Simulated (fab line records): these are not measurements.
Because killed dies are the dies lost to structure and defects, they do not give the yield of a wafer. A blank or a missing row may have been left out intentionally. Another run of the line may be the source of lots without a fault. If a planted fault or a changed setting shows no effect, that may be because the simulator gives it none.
A lot that was struck, set against a sound lot -- flow gf180mcu -- 14 steps out of a route of 602
Sound: wafers L429.3, L429.4, L429.5. Wafers L428.2, L428.3, L428.6 were the ones struck. The cause is named last.
Each step with rows lists, per side, the tool, then ch with its chambers, then its first start. Under that, the readings that differ: sound wafers -- struck wafers -- difference of the means -- sigmas: that difference in standard deviations of wafers without a fault.
alike: readings whose means differ by less than 2 such deviations, and words and numbers that are the same on both sides. not compared: withheld readings, readings that some wafer has no value for, bounds like >300 that may hide the same value, and numbers for which the record gives no deviation and whose values overlap.
Wherever a step has rows on one side only, a row that says differs or no value, or a row with sigmas, the two part there. When numbers do not overlap yet have no deviation, they are printed without sigmas and do not part them. A reading missing from all wafers of one side parts the sides only when that side holds two or more wafers.

GF_DUAL_GATE_OVL_MEAS_11:
  sound: overlay-01 at day 14 03:36; struck: overlay-01 at day 13 22:02
  alike: DUAL_GATE_OVL
then, 1 step without rows for these wafers: GF_DUAL_GATE_WET_ETCH_12 (etches SiO2 in dHF, target depth 13 nm, time 260 s).
GF_DUAL_GATE_STRIP_13: strips in O2/N2.
  sound on plasmaAsher-02 ch 0,1, day 14 03:44; struck on plasmaAsher-03 ch 0,1, day 13 22:09
  alike: drypumpMotorCurrentA, heaterPowerW, n2FlowSccm, oesProductAu, stripTimeToEndpointS
  not compared: rfHoursCounterH
then, 3 steps without rows for these wafers: GF_DUAL_GATE_CLEAN_14 (cleans in SC1/SC2, time 150 s); GF_DUAL_GATE_OXIDATION_15 (stabilise 600 s, purge 300 s, target thk 7.098 nm); GF_POLY_GATE_CVD_00 (deposits poly-Si, target thk 200 nm, time 1200 s).
GF_POLY_GATE_THK_MEAS_01:
  sound: filmMetro-03 at day 14 07:25; struck: filmMetro-04 at day 14 02:13
  alike: POLY_GATE_CVD_00_THK
then, 5 steps without rows for these wafers: GF_POLY_GATE_DEHYDRATE_02 (time 60 s); GF_POLY_GATE_HMDS_03 (prime time 60 s); GF_POLY_GATE_COAT_04; GF_POLY_GATE_COAT_05 (resist thk 700 nm); GF_POLY_GATE_SOFTBAKE_06 (time 60 s).
GF_POLY_GATE_EXPOSE_07: exposes mask Poly2, target cd 280 nm.
  struck on krfScanner-02, day 14 12:45; sound on krfScanner-02 ch 0, day 14 17:28
  no value came back on the struck wafers for exposureDoseMJCm2, focusOffsetNm (nm), na; on the sound wafers exposureDoseMJCm2 reads 28.272 28.298 28.278
  alike: mask
then, 1 step without rows for these wafers: GF_POLY_GATE_PEB_08 (peb time 90 s).

== WHERE THEY PART ==
Only at GF_POLY_GATE_EXPOSE_07, within this record.

WHY: whatever the simulator had introduced
Beginning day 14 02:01, the whole step at GF_POLY_GATE_EXPOSE_07 was skipped on krfScanner-02. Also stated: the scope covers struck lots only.
